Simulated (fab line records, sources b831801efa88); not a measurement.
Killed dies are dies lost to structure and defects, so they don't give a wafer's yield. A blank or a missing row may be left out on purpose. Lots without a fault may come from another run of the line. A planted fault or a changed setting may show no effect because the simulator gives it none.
A struck lot beside a sound one | flow sky130 | 32 steps out of a route of 708
Sound: wafers L789.1, L789.3, L789.5. Struck: wafers L803.2, L803.5, L803.6. The cause comes at the end.
At each step with rows: each side's tool, then ch and its chambers, then its first start. Under that, the readings that differ: sound wafers | struck wafers | difference of the means | sigmas: that difference in standard deviations of wafers without a fault.
alike: readings whose means differ by less than 2 such deviations, and words and numbers that are the same on both sides. not compared: withheld readings, readings that some wafer has no value for, bounds like >300 that may hide the same value, and numbers for which the record gives no deviation and whose values overlap.
The two part at a step that has a row with sigmas, a row that says differs or no value, or rows on one side only. Numbers that don't overlap but have no deviation are shown without sigmas and don't part them. A reading that every wafer of one side lacks parts them only if that side has two wafers or more.

SKY_PWDE_OVL_MEAS_07:
  sound on overlay-01, day 4 23:11; struck on overlay-01, day 8 07:08
  alike: PWDE_OVL
then, 1 step without rows for these wafers: SKY_PWDE_IMPLANT_08.
SKY_PWDE_STRIP_09: strips in O2/N2.
  sound on plasma_asher-04 ch 0,1, day 4 23:22; struck on plasma_asher-02 ch 0,1, day 8 07:19
  alike: chamber_pressure_mTorr, drypump_motor_current_A, oes_product_au, strip_time_to_endpoint_s
  not compared: rf_hours_counter_h
SKY_PWDE_TW_MEAS_10:
  sound on film_metro-03, day 4 23:28; struck on film_metro-04, day 8 07:26
  alike: PWDE_TW
then, 7 steps without rows for these wafers: SKY_NWELL_DEHYDRATE_03 (time 60 s); SKY_NWELL_HMDS_04 (prime time 60 s); SKY_NWELL_COAT_05 (resist thk 3000 nm); SKY_NWELL_SOFTBAKE_06; SKY_NWELL_EXPOSE_07 (exposes mask NWM, target cd 840 nm); SKY_NWELL_PEB_08; SKY_NWELL_DEVELOP_09 (develop time 60 s).
SKY_NWELL_OVL_MEAS_10:
  sound on overlay-01, day 5 17:05; struck on overlay-02, day 9 04:53
  alike: NWELL_00_OVL
SKY_NWELL_IMPLANT_11:
  sound on implanter-02 ch 0, day 5 17:07; struck on implanter-02 ch 0, day 9 04:56
  reading            | sound                            | struck                           | difference  | sigmas
  beam_on_s (s)      | 10.28 10.04 10.11                | 57.57 57.77 55.60                | +46.84      | +99 or more
  dose_ions_cm2      | 1.9005e+13 1.9031e+13 1.9007e+13 | 1.4236e+14 1.4236e+14 1.4235e+14 | +1.2334e+14 | +99 or more
  faraday_current_uA | 104.2 106.2 106.7                | 139.9 138.6 144.3                | +35.2       | +15
then, 2 steps without rows for these wafers: SKY_NWELL_IMPLANT_12; SKY_NWELL_IMPLANT_13.
SKY_NWELL_STRIP_14: strips in O2/N2.
  sound on plasma_asher-04 ch 0,1, day 5 17:34; struck on plasma_asher-04 ch 0,1, day 9 05:22
  alike: chamber_pressure_mTorr, drypump_motor_current_A, oes_product_au, strip_time_to_endpoint_s
  not compared: rf_hours_counter_h
SKY_NWELL_TW_MEAS_15:
  sound on film_metro-04, day 5 17:40; struck on film_metro-02, day 9 05:29
  reading  | sound          | struck         | difference | sigmas
  NWELL_TW | 1837 1834 1840 | 3365 3388 3371 | +1538      | +99 or more
then, 7 steps without rows for these wafers: SKY_NWELL_DEHYDRATE_16 (time 60 s); SKY_NWELL_HMDS_17 (prime time 60 s); SKY_NWELL_COAT_18 (resist thk 3000 nm); SKY_NWELL_SOFTBAKE_19; SKY_NWELL_EXPOSE_20 (exposes mask NWM COMPLEMENT, target cd 840 nm); SKY_NWELL_PEB_21; SKY_NWELL_DEVELOP_22 (develop time 60 s).
SKY_NWELL_OVL_MEAS_23:
  sound on overlay-02, day 6 11:55; struck on overlay-01, day 10 02:31
  alike: NWELL_01_OVL
then, 1 step without rows for these wafers: SKY_NWELL_IMPLANT_24.
SKY_NWELL_STRIP_25: strips in O2/N2.
  sound on plasma_asher-03 ch 0,1, day 6 12:07; struck on plasma_asher-03 ch 0,1, day 10 02:42
  alike: chamber_pressure_mTorr, drypump_motor_current_A, oes_product_au, strip_time_to_endpoint_s
  not compared: rf_hours_counter_h
SKY_NWELL_TW_MEAS_26:
  sound on film_metro-02, day 6 12:13; struck on film_metro-04, day 10 02:49
  alike: NWELL_2_TW
then, 1 step without rows for these wafers: SKY_NWELL_CLEAN_27 (cleans in SC1/SC2, time 150 s).
SKY_NWELL_RTA_28: time 30 s.
  sound on rtp_anneal-02 ch 0, day 6 12:19; struck on rtp_anneal-01 ch 0, day 10 02:56
  reading            | sound                | struck               | difference | sigmas
  anneal_temp_c_max  | 1052.9 1053.5 1054.5 | 1054.8 1057.3 1056.8 | +2.7       | +3
  lamp_power_pct (%) | 25.16 25.25 25.32    | 25.45 25.31 25.39    | +0.14      | +2
  alike: wafer_temp_C_max
SKY_NWELL_RS_MEAS_29: measures by four-point-probe.
  sound on film_metro-04, day 6 12:25; struck on film_metro-04, day 10 03:02
  reading           | sound             | struck            | difference | sigmas
  NWELL_RS (ohm/sq) | 622.6 622.5 623.2 | 203.1 203.0 202.5 | -419.9     | -99 or more
-- the record jumps here: 40 days lie between the struck wafers' starts before and after (it left off in module NWELL and takes up again in module PAD_OPEN, whose first step shown is number 708 of the route) --
SKY_PAD_OPEN_PROBE_99:
  sound on prober-02, day 46 22:03; struck on prober-02, day 50 12:59
  no value came back on the struck wafers for any of 8 readings (model.etest.pfet_16v.r_on_ohm_um, model.etest.nfet_16v.r_on_ohm_um and others); on the sound wafers model.etest.pfet_16v.r_on_ohm_um reads 1.567e+04 1.623e+04 1.558e+04
  alike: killed_at_M0_to_M3, killed_at_M4_up, killed_at_contacts, killed_at_front_end, killed_at_other, killed_dies, killed_on_rim, killed_open, killed_short

WHERE THEY PART
First at SKY_NWELL_IMPLANT_11; last, within this record, at SKY_PAD_OPEN_PROBE_99.

WHY: what the simulator had put in
Process parameter drift: implanter-02, from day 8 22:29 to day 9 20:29, at SKY_NWELL_IMPLANT_11. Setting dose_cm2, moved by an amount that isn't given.
